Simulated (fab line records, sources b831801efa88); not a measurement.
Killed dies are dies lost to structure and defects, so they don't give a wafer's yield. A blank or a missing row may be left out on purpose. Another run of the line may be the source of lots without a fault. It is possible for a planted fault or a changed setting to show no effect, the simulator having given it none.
Comparing a struck lot with a sound one	flow sky130	14 out of 708 route steps
Sound: these wafers, L522.3, L522.5, L522.6. Struck: wafers L525.1, L525.2, L525.4. The cause comes at the end.
At each step with rows: each side's tool, then ch and its chambers, then its first start. Under that, the readings that differ: sound wafers	struck wafers	difference of the means	sigmas: that difference in standard deviations of wafers without a fault.
alike: a reading whose means differ by less than 2 such deviations, as well as words and numbers matching on both sides. not compared: withheld readings; readings where some wafer has no value; bounds like >300 that might hide an equal value; numbers whose values overlap and for which the record gives no deviation.
A row with sigmas, a row that says differs or no value, or rows on one side alone: a step with any of these is where the two part. Numbers that don't overlap but have no deviation are shown without sigmas and don't part them. A reading that every wafer of one side lacks parts them only if that side has two wafers or more.

SKY_FIELD_ISO_BOW_MEAS_00:
  sound on film-metro-02, day 3 02:02; struck on film-metro-04, day 3 17:00
  alike: INCOMING_BOW
then, 1 step without rows for these wafers: SKY_FIELD_ISO_OXIDATION_01 (stabilise 600 s, purge 300 s, target thk 12 nm).
SKY_FIELD_ISO_THK_MEAS_02:
  sound on film-metro-01, day 3 03:39; struck on film-metro-02, day 3 19:35
  alike: FIELD_ISO_OXIDATION_00_THK
then, 1 step without rows for these wafers: SKY_FIELD_ISO_CVD_03 (deposits Si3N4 from DCS/NH3, target thk 165 nm, time 2830 s).
SKY_FIELD_ISO_THK_MEAS_04:
  sound on film-metro-02, day 3 06:03; struck on film-metro-02, day 3 22:20
  alike: FIELD_ISO_CVD_03_THK
then, 7 steps without rows for these wafers: SKY_FIELD_ISO_DEHYDRATE_05 (time 60 s); SKY_FIELD_ISO_HMDS_06 (prime time 60 s); SKY_FIELD_ISO_COAT_07 (resist thk 60 nm); SKY_FIELD_ISO_COAT_08 (resist thk 450 nm); SKY_FIELD_ISO_SOFTBAKE_09 (time 90 s); SKY_FIELD_ISO_EXPOSE_10 (exposes mask FOM, target cd 150 nm); SKY_FIELD_ISO_PEB_11.
SKY_FIELD_ISO_DEVELOP_12: develop time 60 s.
  sound on litho-track-03 ch 0, day 3 22:00; struck on litho-track-01, day 4 15:00
  no value came back on the struck wafers for chill-plate-temp-C (C), develop-time-s (s); on the sound wafers chill-plate-temp-C (C) reads 23.10 23.00 23.04
reading	sound	struck	difference	sigmas
model.KrF-thick_of_FIELD_ISO_COAT_08.thk-nm (nm)	437.3 436.7 436.6	450.4 449.8 450.3	+13.3	
SKY_FIELD_ISO_CD_MEAS_13 targets a cd of 150 nm.
  sound on cd-sem-02, day 3 22:16; struck on cd-sem-02, day 4 15:58
reading	sound	struck	difference	sigmas
cd-nm (nm)	151.2 150.2 149.5	- - -	no value on the struck wafers	

## WHERE THEY PART
Last at SKY_FIELD_ISO_CD_MEAS_13 as far as this record goes, first at SKY_FIELD_ISO_DEVELOP_12.

WHY: whatever the simulator had introduced
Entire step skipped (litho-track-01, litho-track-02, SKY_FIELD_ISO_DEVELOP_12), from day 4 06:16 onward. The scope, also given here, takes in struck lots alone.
